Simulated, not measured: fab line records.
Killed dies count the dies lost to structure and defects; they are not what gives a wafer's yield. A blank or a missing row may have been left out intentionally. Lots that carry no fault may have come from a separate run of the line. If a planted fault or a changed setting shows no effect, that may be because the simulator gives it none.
Comparing a struck lot with a sound one | flow sky130 | 15 out of 708 route steps
Sound: the wafers L238.1, L238.2, L238.3. Wafers L249.3, L249.4, L249.6 were the ones struck. The cause is named last.
For every step that has rows: the tool of each side, followed by ch and its chambers, followed by its first start. Under that, the readings that differ: sound wafers | struck wafers | difference of the means | sigmas: that difference in standard deviations of wafers without a fault.
alike: words and numbers the same on both sides, and readings whose means are apart by under 2 such deviations; not compared: readings that were withheld, readings missing a value for some wafer, numbers with overlapping values and no deviation given by the record, and bounds like >300 which may hide the same value.
A row with sigmas, a row that says differs or no value, or rows on one side alone: a step with any of these is where the two part. Non-overlapping numbers with no deviation appear without sigmas and do not part them. A reading that every wafer of one side lacks parts them only if that side has two wafers or more.

first, 7 steps without rows for these wafers: SKY_LDD_N_IMPLANT_09; SKY_LDD_N_IMPLANT_10; SKY_LDD_N_IMPLANT_11; SKY_LDD_N_IMPLANT_12; SKY_LDD_N_IMPLANT_13; SKY_LDD_N_IMPLANT_14; SKY_LDD_N_IMPLANT_15.
SKY_LDD_N_STRIP_16: strips in O2/N2.
  sound on plasmaAsher-01 ch 0,1, day 18 05:53; struck on plasmaAsher-02 ch 0,1, day 22 08:50
  alike: drypumpMotorCurrentA, oesProductAu, stripTimeToEndpointS
  not compared: rfHoursCounterH
SKY_LDD_N_TW_MEAS_17:
  struck on filmMetro-04, day 22 08:55; sound on filmMetro-01, day 18 05:59
  alike: LDD_N_TW
then, 3 steps without rows for these wafers: SKY_LDD_P_DEHYDRATE_00 (time 60 s); SKY_LDD_P_HMDS_01 (prime time 60 s); SKY_LDD_P_COAT_02 (resist thk 1140 nm).
SKY_LDD_P_SOFTBAKE_03: time 60 s.
  sound on lithoTrack-04 ch 0, day 18 20:49; struck on lithoTrack-03 ch 0, day 22 23:59
reading               | sound             | struck            | difference | sigmas
heaterPowerTotalW (W) | 56.63 56.60 56.63 | 58.12 58.17 58.21 | +1.55      | +39
plateTempC (C)        | 89.91 89.80 89.81 | 91.70 91.78 91.80 | +1.92      | +16
  alike: chillPlateTempC
then, 1 step without rows for these wafers: SKY_LDD_P_EXPOSE_04 (exposes mask PSDM, target cd 380 nm).
-- here the record skips 26 days between the struck wafers' starts before and after, leaving off in module LDD_P and picking up in module PAD_OPEN (first step shown: number 708 of the route) --
SKY_PAD_OPEN_PROBE_99:
  struck on prober-02, day 48 19:10; sound on prober-01, day 45 23:40
  alike: killed_at_M0_to_M3, killed_at_M4_up, killedAtContacts, killedAtFrontEnd, killedAtOther, killedDies, killedOpen, killedShort

## WHERE THEY PART
At SKY_LDD_P_SOFTBAKE_03 and nowhere else, as far as this record goes. Later steps at which nothing parts them and some readings are alike: SKY_PAD_OPEN_PROBE_99.

WHY: what had been put in by the simulator
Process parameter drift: lithoTrack-03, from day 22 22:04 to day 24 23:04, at SKY_LDD_P_SOFTBAKE_03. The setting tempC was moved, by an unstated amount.
